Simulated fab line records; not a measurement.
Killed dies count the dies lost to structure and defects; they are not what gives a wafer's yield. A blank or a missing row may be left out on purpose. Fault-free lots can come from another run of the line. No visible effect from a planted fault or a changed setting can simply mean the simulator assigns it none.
fab line records	flow sky130
record: lots: 10	wafers: 30	last_day: 50
route steps=708 shown VIA2@508 CAPM@539 PAD_OPEN@708
lots that met no fault: taken from a fault-free run of the same line
start_h: hours from the record's first day to the start of the lot's first wafer shown	wait_h: how many hours have passed since the lot's step before this one	" identical to the entry in the row above	L1.1+2: a row that stands for several wafers	- either no value or no given start	* or withheld: withheld	< > ~ a bound
route shown NAME@n: a module of which the file shows steps, and the number in the route of the first	usual: mean/standard deviation taken from wafers without a fault	same: alike in all rows	chamber/n: place in a boat	sites: readings site by site	_std_site: standard deviation across them	_edge_site: inner sites' mean taken away from outer sites' mean	radius_mm: how far each site lies from the wafer's centre	mask NAME#n: copy n	behind: the most recent tool/chamber to have shaped the wafer	hold: reason for holding the lot/hours on hold/outcome of the hold	device: which transistor (n, p or np) failed to switch	end of line: tests run on the same wafers once the route is complete	a step given without rows: its recipe and nothing more	killed: the dies lost at the first sort to structure and to defects; this is not the yield of the wafer	map: a wafer's dies, x killed, . not, _ none there
set.NAME: the setting as run; set.NAME@STEP: as run at that earlier step	model.NAME: the simulator's own value behind a step, which no gauge read
the route's steps for a sample of lots (tables are steps, rows are wafers)
services: the hour from which a tool's chamber was out of use, counted from the record's first day as start_h (under 0 if before that day), plus the number of hours and why
== steps ==
step: SKY_VIA2_THK_MEAS_01
recipe: reads: SiO2_of_VIA2_HDPCVD_00
usual: VIA2_HDPCVD_THK: 1160/12
lot.wafer	tool	chamber	start_h	wait_h	VIA2_HDPCVD_THK[nm]
L795.2	film_metro-02	-	827.45	0.1	1162
L795.3	"	-	"	"	1159
L795.5	"	-	"	"	1162
L798.1	film_metro-01	-	849.11	0.1	1154
L798.3	"	-	"	"	1178
L798.5	"	-	"	"	1173
L804.3	film_metro-02	-	894.21	0.1	1170
L804.5	"	-	"	"	1175
L804.6	"	-	"	"	1182
L806.1	film_metro-01	-	911.48	0.1	1162
L806.3	"	-	"	"	1157
L806.6	"	-	"	"	1161
L807.1	film_metro-04	-	926.62	0.1	1169
L807.3	"	-	"	"	1162
L807.5	"	-	"	"	1156
L810.1	film_metro-04	-	938.65	0.1	1147
L810.2	"	-	"	"	1145
L810.5	"	-	"	"	1143
L811.4	film_metro-04	-	945.56	0.0	1162
L811.5	"	-	"	"	1157
L811.6	"	-	"	"	1137
L812.1	film_metro-01	-	953.20	0.1	1162
L812.3	"	-	"	"	1151
L812.6	"	-	"	"	1168
L813.2	film_metro-02	-	955.23	0.1	1157
L813.5	"	-	"	"	1152
L813.6	"	-	"	"	1157
L815.1	film_metro-02	-	974.04	0.1	1146
L815.4	"	-	"	"	1143
L815.6	"	-	"	"	1148
step: SKY_VIA2_OVL_MEAS_13
usual: VIA2_OVL: 0/6.1
lot.wafer	tool	chamber	start_h	wait_h	VIA2_OVL[nm]
L795.2	overlay-01	-	853.79	0.1	-4
L795.3	"	-	"	"	2
L795.5	"	-	"	"	-5
L798.1	overlay-01	-	875.37	0.1	5
L798.3	"	-	"	"	-1
L798.5	"	-	"	"	3
L804.3	overlay-01	-	919.63	0.1	5
L804.5	"	-	"	"	14
L804.6	"	-	"	"	12
L806.1	overlay-02	-	938.34	0.1	-3
L806.3	"	-	"	"	-4
L806.6	"	-	"	"	-3
L807.1	overlay-01	-	954.59	0.1	2
L807.3	"	-	"	"	3
L807.5	"	-	"	"	-6
L810.1	overlay-02	-	964.72	0.1	-8
L810.2	"	-	"	"	1
L810.5	"	-	"	"	-13
L811.4	overlay-01	-	970.16	0.1	-16
L811.5	"	-	"	"	-6
L811.6	"	-	"	"	-7
L812.1	overlay-02	-	977.87	0.1	-10
L812.3	"	-	"	"	-8
L812.6	"	-	"	"	2
L813.2	overlay-01	-	980.22	0.1	-1
L813.5	"	-	"	"	4
L813.6	"	-	"	"	-6
L815.1	overlay-01	-	998.27	0.1	-12
L815.4	"	-	"	"	1
L815.6	"	-	"	"	-5
step: SKY_VIA2_SPUTTER_20
recipe: material: TiN	target_thk_nm: 20	chamber_pressure_pa: 5	power_w: 3875	time_s: 80
usual: cathode_dc_power_W: 3875.0/0.71	throttle_valve_pct: 30.2/0.79
lot.wafer	tool	chamber	start_h	wait_h	cathode_dc_power_W	throttle_valve_pct
L795.2	pvd_sputter-04	-	854.52	0.0	3874.5	29.3
L795.3	"	-	"	"	3875.3	28.6
L795.5	"	-	"	"	3874.5	29.4
L798.1	pvd_sputter-01	-	876.10	0.0	3874.3	28.9
L798.3	"	-	"	"	3874.6	31.4
L798.5	"	-	"	"	3875.5	29.4
L804.3	pvd_sputter-04	-	920.41	0.0	3873.7	28.5
L804.5	"	-	"	"	3874.5	31.2
L804.6	"	-	"	"	3875.3	30.2
L806.1	pvd_sputter-01	-	939.44	0.0	3874.6	31.4
L806.3	"	-	"	"	3874.9	30.9
L806.6	"	-	"	"	3876.0	30.7
L807.1	pvd_sputter-01	-	955.33	0.0	3874.1	29.3
L807.3	"	-	"	"	3876.4	29.6
L807.5	"	-	"	"	3873.9	29.5
L810.1	pvd_sputter-03	-	965.49	0.0	3875.8	30.2
L810.2	"	-	"	"	3874.9	30.4
L810.5	"	-	"	"	3873.9	30.5
L811.4	pvd_sputter-01	-	970.92	0.0	3875.8	29.7
L811.5	"	-	"	"	3875.3	30.8
L811.6	"	-	"	"	3874.8	29.4
L812.1	pvd_sputter-01	-	978.60	0.0	3875.2	29.7
L812.3	"	-	"	"	3875.5	29.1
L812.6	"	-	"	"	3874.4	29.2
L813.2	pvd_sputter-03	-	981.02	0.0	3875.5	30.5
L813.5	"	-	"	"	3875.1	30.2
L813.6	"	-	"	"	3873.9	30.4
L815.1	pvd_sputter-04	-	999.01	0.0	3875.0	30.8
L815.4	"	-	"	"	3874.6	31.3
L815.6	"	-	"	"	3875.5	28.3
step: SKY_CAPM_SPUTTER_02
recipe: material: TiN	target_thk_nm: 200	temp_c: 300	power_w: 6500	time_s: 166.7	chamber_pressure_pa: 0.4
usual: cathode_dc_power_W: 6500.0/1.1	throttle_valve_pct: 29.9/0.62
lot.wafer	tool	chamber	start_h	wait_h	cathode_dc_power_W	throttle_valve_pct
L795.2	pvd_sputter-03	-	855.43	0.0	6498.6	30.3
L795.3	"	-	"	"	6499.5	30.1
L795.5	"	-	"	"	6500.1	30.3
L798.1	pvd_sputter-01	-	877.01	0.1	6500.9	31.3
L798.3	"	-	"	"	6499.9	29.6
L798.5	"	-	"	"	6500.2	29.1
L804.3	pvd_sputter-02	-	927.65	0.0	6501.1	29.1
L804.5	"	-	"	"	6499.4	30.4
L804.6	"	-	"	"	6498.5	29.7
L806.1	pvd_sputter-03	-	940.79	0.1	6499.1	30.1
L806.3	"	-	"	"	6500.0	30.4
L806.6	"	-	"	"	6501.0	30.5
L807.1	pvd_sputter-01	-	956.41	0.1	6501.4	29.7
L807.3	"	-	"	"	6499.7	30.7
L807.5	"	-	"	"	6499.5	30.8
L810.1	pvd_sputter-02	-	966.40	0.1	6498.3	29.5
L810.2	"	-	"	"	6499.9	30.3
L810.5	"	-	"	"	6499.8	29.7
L811.4	pvd_sputter-03	-	971.83	0.0	5642.5	29.3
L811.5	"	-	"	"	5640.0	30.0
L811.6	"	-	"	"	5639.1	29.6
L812.1	pvd_sputter-03	-	979.51	0.1	5644.2	30.3
L812.3	"	-	"	"	5640.8	29.6
L812.6	"	-	"	"	5642.3	29.3
L813.2	pvd_sputter-03	-	981.93	0.0	5641.7	30.6
L813.5	"	-	"	"	5638.8	30.3
L813.6	"	-	"	"	5641.5	29.4
L815.1	pvd_sputter-01	-	999.92	0.1	6499.6	31.4
L815.4	"	-	"	"	6499.8	29.4
L815.6	"	-	"	"	6498.1	29.5
step: SKY_CAPM_RS_MEAS_03
recipe: thk_meas_gauge: four-point-probe	reads: TiN_of_CAPM_SPUTTER_02
usual: CAPM_TIN_RS: 6.89/0.072
lot.wafer	tool	chamber	start_h	wait_h	CAPM_TIN_RS[ohm/sq]
L795.2	film_metro-04	-	855.56	0.1	6.85
L795.3	"	-	"	"	6.94
L795.5	"	-	"	"	6.91
L798.1	film_metro-03	-	877.12	0.1	6.89
L798.3	"	-	"	"	6.90
L798.5	"	-	"	"	6.88
L804.3	film_metro-02	-	927.79	0.1	6.95
L804.5	"	-	"	"	6.99
L804.6	"	-	"	"	6.97
L806.1	film_metro-03	-	940.90	0.1	6.83
L806.3	"	-	"	"	6.78
L806.6	"	-	"	"	6.81
L807.1	film_metro-02	-	956.52	0.1	6.92
L807.3	"	-	"	"	6.93
L807.5	"	-	"	"	6.92
L810.1	film_metro-02	-	966.51	0.1	6.84
L810.2	"	-	"	"	6.89
L810.5	"	-	"	"	6.85
L811.4	film_metro-02	-	972.00	0.1	7.93
L811.5	"	-	"	"	7.91
L811.6	"	-	"	"	7.98
L812.1	film_metro-04	-	979.62	0.1	7.86
L812.3	"	-	"	"	7.86
L812.6	"	-	"	"	7.84
L813.2	film_metro-03	-	982.06	0.1	7.89
L813.5	"	-	"	"	7.87
L813.6	"	-	"	"	7.92
L815.1	film_metro-02	-	1000.02	0.1	6.85
L815.4	"	-	"	"	6.81
L815.6	"	-	"	"	6.85
step: SKY_CAPM_THK_MEAS_04
recipe: thk_meas_gauge: xrf	reads: TiN_of_CAPM_SPUTTER_02
usual: CAPM_TIN_THK: 202.2/2.4
lot.wafer	tool	chamber	start_h	wait_h	CAPM_TIN_THK[nm]
L795.2	film_metro-04	-	855.67	0.1	203.6
L795.3	"	-	"	"	201.0
L795.5	"	-	"	"	201.4
L798.1	film_metro-03	-	877.24	0.1	200.4
L798.3	"	-	"	"	200.4
L798.5	"	-	"	"	200.8
L804.3	film_metro-02	-	927.89	0.1	199.2
L804.5	"	-	"	"	199.2
L804.6	"	-	"	"	199.8
L806.1	film_metro-03	-	941.02	0.1	203.6
L806.3	"	-	"	"	204.7
L806.6	"	-	"	"	204.2
L807.1	film_metro-02	-	956.64	0.1	200.7
L807.3	"	-	"	"	201.2
L807.5	"	-	"	"	201.2
L810.1	film_metro-02	-	966.63	0.1	202.7
L810.2	"	-	"	"	201.7
L810.5	"	-	"	"	202.3
L811.4	film_metro-02	-	972.09	0.1	175.7
L811.5	"	-	"	"	175.6
L811.6	"	-	"	"	174.4
L812.1	film_metro-04	-	979.74	0.1	177.7
L812.3	"	-	"	"	178.5
L812.6	"	-	"	"	178.5
L813.2	film_metro-03	-	982.17	0.1	176.8
L813.5	"	-	"	"	177.9
L813.6	"	-	"	"	176.6
L815.1	film_metro-02	-	1000.14	0.1	202.7
L815.4	"	-	"	"	203.9
L815.6	"	-	"	"	203.0
step: SKY_CAPM_METAL_ETCH_13
recipe: target_depth_nm: 220	stop_on: SiO2	chemistry: Cl2/BCl3	target: TiN	pressure_mtorr: 10	icp_w: 900	bias_w: 48.5	Cl2_flow_sccm: 60	bcl3_flow_sccm: 30	time_s: 62.9
usual: drypump_motor_current_A: 5.6/0.37	oes_product_au: 0.943/0.0073	throttle_valve_pct: 21.900/0.0091
lot.wafer	tool	chamber	start_h	wait_h	drypump_motor_current_A	oes_product_au	rf_hours_counter_h	throttle_valve_pct
L795.2	rie_metal-02	0	881.73	0.0	6.0	0.945	5	21.902
L795.3	"	0	"	"	5.9	0.935	-	21.899
L795.5	"	1	"	"	5.1	0.939	-	21.906
L798.1	rie_metal-04	1	902.78	0.0	6.0	0.944	15	21.906
L798.3	"	1	"	"	5.9	0.934	-	21.887
L798.5	"	0	"	"	5.8	0.943	-	21.919
L804.3	rie_metal-04	0	950.81	0.0	5.8	0.935	-	21.901
L804.5	"	0	"	"	5.8	0.933	-	21.891
L804.6	"	1	"	"	5.9	0.930	-	21.920
L806.1	rie_metal-04	0	964.93	0.0	5.8	0.948	6	21.906
L806.3	"	0	"	"	5.8	0.958	-	21.908
L806.6	"	1	"	"	6.0	0.949	-	21.901
L807.1	rie_metal-02	0	980.23	0.0	6.0	0.951	11	21.912
L807.3	"	1	"	"	5.1	0.944	-	21.909
L807.5	"	1	"	"	5.1	0.934	-	21.903
L810.1	rie_metal-04	1	991.18	0.0	5.9	0.948	19	21.885
L810.2	"	0	"	"	5.8	0.948	8	21.894
L810.5	"	0	"	"	5.8	0.945	-	21.894
L811.4	rie_metal-02	0	995.86	0.0	6.0	0.876	-	21.954
L811.5	"	1	"	"	5.1	0.870	-	21.928
L811.6	"	0	"	"	6.0	0.873	-	21.958
L812.1	rie_metal-02	1	1003.59	0.0	5.1	0.874	3	21.929
L812.3	"	0	"	"	6.0	0.880	-	21.946
L812.6	"	1	"	"	5.1	0.876	-	21.948
L813.2	rie_metal-02	1	1005.98	0.0	5.1	0.879	3	21.943
L813.5	"	1	"	"	5.1	0.873	-	21.946
L813.6	"	0	"	"	6.0	0.873	-	21.958
L815.1	rie_metal-04	1	1022.89	0.0	5.9	0.943	21	21.894
L815.4	"	1	"	"	5.9	0.948	-	21.887
L815.6	"	0	"	"	5.7	0.940	-	21.910
step: SKY_PAD_OPEN_PROBE_99
usual: defect_limited_yield: 82.2/1.8	killed_at_M0_to_M3: 44/7.1	killed_at_M4_up: 3.1/1.9	killed_at_contacts: 25/5.8	killed_at_front_end: 16/4.5	killed_at_other: 0.3/0.52	killed_dies: 88/9.1	killed_open: 48/6.8	killed_short: 39/5.8	sort_bin_3_pad_short: 0.9/0.4	sort_bin_5_function: 10.6/1.4	sort_bin_6_memory: 6.3/1.1	sort_n_pass: 404/9.1	sort_yield_pct: 82.2/1.8
same: gross_dies: 492	killed_at_back_side: 0	sort_bin_4_leakage[%]: 0	sort_bin_8_speed[%]: 0
lot.wafer	tool	chamber	start_h	wait_h	defect_limited_yield[%]	killed_at_M0_to_M3	killed_at_M4_up	killed_at_contacts	killed_at_front_end	killed_at_other	killed_dies	killed_open	killed_short	sort_bin_3_pad_short[%]	sort_bin_5_function[%]	sort_bin_6_memory[%]	sort_n_pass	sort_yield_pct[%]
L807.1	prober-01	-	1161.12	0.1	83.7	45	4	23	8	0	80	44	36	1.2	8.5	6.5	412	83.7
L807.3	prober-01	-	1161.22	0.2	81.3	49	7	20	16	0	92	50	41	1.4	11.6	5.7	400	81.3
L807.5	prober-01	-	1161.32	0.2	81.7	47	3	26	14	0	90	48	42	0.6	10.0	7.7	402	81.7
killed by level:class
L807.1 VIA1:geometric_particle:open=13 LI_CONTACT:geometric_particle:open=7 CONTACT:geometric_particle:open=7 VIA1:geometric_particle:short=7 METAL3:geometric_particle:short=7 VIA3:geometric_particle:open=4 POLY_GATE:geometric_particle:open=3 LI_CONTACT:geometric_particle:short=3
L807.3 VIA1:geometric_particle:open=9 LI_CONTACT:geometric_particle:open=8 VIA3:geometric_particle:open=8 FIELD_ISO:geometric_particle:short=6 CONTACT:geometric_particle:open=6 METAL4:geometric_particle:short=6 METAL2:geometric_particle:short=6 VIA2:geometric_particle:open=6
L807.5 VIA3:geometric_particle:open=12 LI_CONTACT:geometric_particle:open=9 VIA2:geometric_particle:open=8 FIELD_ISO:geometric_particle:short=6 CONTACT:geometric_particle:short=6 VIA1:geometric_particle:open=6 METAL2:geometric_particle:short=6 LOCAL_INTERCONNECT:geometric_particle:short=5
== services ==
tool	chamber	start_h	hours	kind
pvd_sputter-02	2	854.70	-	consumable_replace:kit
pvd_sputter-02	2	854.70	18.0	scheduled_down
pvd_sputter-02	2	854.70	18.0	vent_cycle
pvd_sputter-01	1	871.67	-	consumable_replace:kit
pvd_sputter-01	1	871.67	18.0	scheduled_down
pvd_sputter-01	1	871.67	18.0	vent_cycle
pvd_sputter-04	-	880.99	3.0	repair
rie_metal-02	1	909.05	-	clean
rie_metal-02	1	909.05	26.0	scheduled_down
rie_metal-02	1	909.05	26.0	vent_cycle
pvd_sputter-04	-	909.13	11.2	repair
pvd_sputter-03	0	928.14	-	consumable_replace:kit
pvd_sputter-03	0	928.14	18.0	scheduled_down
pvd_sputter-03	0	928.14	18.0	vent_cycle
pvd_sputter-04	0	932.06	-	consumable_replace:kit
pvd_sputter-04	0	932.06	18.0	scheduled_down
pvd_sputter-04	0	932.06	18.0	vent_cycle
rie_metal-02	-	940.56	2.8	pm
pvd_sputter-04	-	968.50	10.7	repair
pvd_sputter-04	-	974.16	22.1	repair
pvd_sputter-04	-	1022.30	8.8	repair
== key ==
first_sign: step: SKY_CAPM_SPUTTER_02	reading: cathode_dc_power_W	direction: down	sigmas: 99+	usual: 6500.0	struck: 5641.2
effect: step: SKY_CAPM_RS_MEAS_03	reading: CAPM_TIN_RS	direction: up	sigmas: 14	usual: 6.89	struck: 7.90
effect: step: SKY_CAPM_THK_MEAS_04	reading: CAPM_TIN_THK	direction: down	sigmas: 10	usual: 202.2	struck: 176.9
effect: step: SKY_CAPM_METAL_ETCH_13	reading: oes_product_au	direction: down	sigmas: 9.3	usual: 0.943	struck: 0.875
met_at SKY_CAPM_SPUTTER_02
struck_lots L811,L812,L813
not_acting_at SKY_VIA2_THK_MEAS_01,SKY_VIA2_OVL_MEAS_13,SKY_VIA2_SPUTTER_20
onset_between 940.79 971.83
fault: kind: process_parameter_drift	tool: pvd_sputter-03	chamber: -	onset_h: 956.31	steps: SKY_CAPM_SPUTTER_02	channel: power_w	offset: *	shape: step	end_h: 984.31	acts_in: *	stated: *
